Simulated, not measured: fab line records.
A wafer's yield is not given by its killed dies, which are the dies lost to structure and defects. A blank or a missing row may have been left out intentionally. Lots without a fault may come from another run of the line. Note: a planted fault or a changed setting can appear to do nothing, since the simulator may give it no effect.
Split-lot study || flow sfq-line || on a route of 325 steps: 5 lots, 23 wafers read

== ON THE SPLIT ==
At SFQ_TRILAYER_R5_LITHO_PEB_139 (peb time 60 s), the setting peb-time-s was moved away from the recipe's 60 s on 7 of the 23 wafers read, by -10.2% to +13.5%. All remaining wafers had this setting at the recipe value.

== FROM THE SPLIT ON TO THE READING: in between, the file shows 1 step ==
- SFQ_TRILAYER_R5_LITHO_DEVELOP_138: time 60 s

== THE READING ==
R5.cd-nm (the simulator's own value, which no gauge read), in nm, at SFQ_TRILAYER_R5_BARC_OPEN_METAL_ETCH_177 (etches BARC in O2, target depth 125 nm, time 41.7 s). The file does not state a usual value for it. Average 498.8 nm, standard deviation 0.94 nm, over the 16 wafers here run with the recipe.

{"wafer": "L074.1", "tool, chamber at the split": "litho-track-01, 0", "peb-time-s as run, s": 60, "against the recipe": "recipe", "R5.cd-nm, nm": 498.6, "against lot-mates on the recipe": "-"}
{"wafer": "L074.2", "tool, chamber at the split": "litho-track-01, 0", "peb-time-s as run, s": 68.08, "against the recipe": "+13.5%", "R5.cd-nm, nm": 482.1, "against lot-mates on the recipe": -17.2}
{"wafer": "L074.4", "tool, chamber at the split": "litho-track-01, 0", "peb-time-s as run, s": 68.08, "against the recipe": "+13.5%", "R5.cd-nm, nm": 482.4, "against lot-mates on the recipe": -16.9}
{"wafer": "L074.5", "tool, chamber at the split": "litho-track-01, 0", "peb-time-s as run, s": 60, "against the recipe": "recipe", "R5.cd-nm, nm": 499.4, "against lot-mates on the recipe": "-"}
{"wafer": "L074.6", "tool, chamber at the split": "litho-track-01, 0", "peb-time-s as run, s": 60, "against the recipe": "recipe", "R5.cd-nm, nm": 499.8, "against lot-mates on the recipe": "-"}
{"wafer": "L078.1", "tool, chamber at the split": "litho-track-03, 0", "peb-time-s as run, s": 60, "against the recipe": "recipe", "R5.cd-nm, nm": 498.2, "against lot-mates on the recipe": "-"}
{"wafer": "L078.3", "tool, chamber at the split": "litho-track-03, 0", "peb-time-s as run, s": 60, "against the recipe": "recipe", "R5.cd-nm, nm": 499.7, "against lot-mates on the recipe": "-"}
{"wafer": "L078.4", "tool, chamber at the split": "litho-track-03, 0", "peb-time-s as run, s": 60, "against the recipe": "recipe", "R5.cd-nm, nm": 500.1, "against lot-mates on the recipe": "-"}
{"wafer": "L081.1", "tool, chamber at the split": "litho-track-01, 0", "peb-time-s as run, s": 60, "against the recipe": "recipe", "R5.cd-nm, nm": 498.8, "against lot-mates on the recipe": "-"}
{"wafer": "L081.2", "tool, chamber at the split": "litho-track-01, 0", "peb-time-s as run, s": 60, "against the recipe": "recipe", "R5.cd-nm, nm": 497.9, "against lot-mates on the recipe": "-"}
{"wafer": "L081.3", "tool, chamber at the split": "litho-track-01, 0", "peb-time-s as run, s": 53.87, "against the recipe": "-10.2%", "R5.cd-nm, nm": 514, "against lot-mates on the recipe": "+15.6"}
{"wafer": "L081.4", "tool, chamber at the split": "litho-track-01, 0", "peb-time-s as run, s": 53.87, "against the recipe": "-10.2%", "R5.cd-nm, nm": 514.3, "against lot-mates on the recipe": "+15.9"}
{"wafer": "L081.5", "tool, chamber at the split": "litho-track-01, 0", "peb-time-s as run, s": 53.87, "against the recipe": "-10.2%", "R5.cd-nm, nm": 515.2, "against lot-mates on the recipe": "+16.9"}
{"wafer": "L083.1", "tool, chamber at the split": "litho-track-03, 0", "peb-time-s as run, s": 67.54, "against the recipe": "+12.6%", "R5.cd-nm, nm": 484, "against lot-mates on the recipe": -15.7}
{"wafer": "L083.3", "tool, chamber at the split": "litho-track-03, 0", "peb-time-s as run, s": 60, "against the recipe": "recipe", "R5.cd-nm, nm": 500, "against lot-mates on the recipe": "-"}
{"wafer": "L083.4", "tool, chamber at the split": "litho-track-03, 0", "peb-time-s as run, s": 67.54, "against the recipe": "+12.6%", "R5.cd-nm, nm": 483.7, "against lot-mates on the recipe": -16.0}
{"wafer": "L083.5", "tool, chamber at the split": "litho-track-03, 0", "peb-time-s as run, s": 60, "against the recipe": "recipe", "R5.cd-nm, nm": 499.6, "against lot-mates on the recipe": "-"}
{"wafer": "L083.6", "tool, chamber at the split": "litho-track-03, 0", "peb-time-s as run, s": 60, "against the recipe": "recipe", "R5.cd-nm, nm": 499.4, "against lot-mates on the recipe": "-"}
{"wafer": "L082.1", "tool, chamber at the split": "litho-track-01, 0", "peb-time-s as run, s": 60, "against the recipe": "recipe", "R5.cd-nm, nm": 498.8, "against lot-mates on the recipe": "-"}
{"wafer": "L082.2", "tool, chamber at the split": "litho-track-01, 0", "peb-time-s as run, s": 60, "against the recipe": "recipe", "R5.cd-nm, nm": 497, "against lot-mates on the recipe": "-"}
{"wafer": "L082.3", "tool, chamber at the split": "litho-track-01, 0", "peb-time-s as run, s": 60, "against the recipe": "recipe", "R5.cd-nm, nm": 497.4, "against lot-mates on the recipe": "-"}
{"wafer": "L082.4", "tool, chamber at the split": "litho-track-01, 0", "peb-time-s as run, s": 60, "against the recipe": "recipe", "R5.cd-nm, nm": 498.5, "against lot-mates on the recipe": "-"}
{"wafer": "L082.6", "tool, chamber at the split": "litho-track-01, 0", "peb-time-s as run, s": 60, "against the recipe": "recipe", "R5.cd-nm, nm": 497.6, "against lot-mates on the recipe": "-"}

THE FIT
A straight line over all 23 wafers: R5.cd-nm changes by -1.33 nm for each +1% of peb-time-s; r = -0.99; the points scatter about the line by 1.2 nm.
The same after taking each lot's own level away (the mean of its wafers on the recipe; 23 wafers): -1.37 nm for each +1%; r = -0.99; scatter 1 nm.
According to that fit, moving peb-time-s by its largest amount changes the reading by 18 nm.
Across the lots, their own levels run from 497.86 to 499.67 nm, a range of 1.9 times the standard deviation given above.
The two slopes agree, so the slope changes little with the lot-to-lot level.
Check: with one of the wafers moved furthest among these (+13.5%) left out of the fit, the line predicts -18.2 nm for it against its lot-mates. It came out at -17.2 nm against them.

== THE FILE'S OWN FIT ==
R5.cd-nm changes by -1.34 nm for each +1% of peb-time-s, r = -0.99.
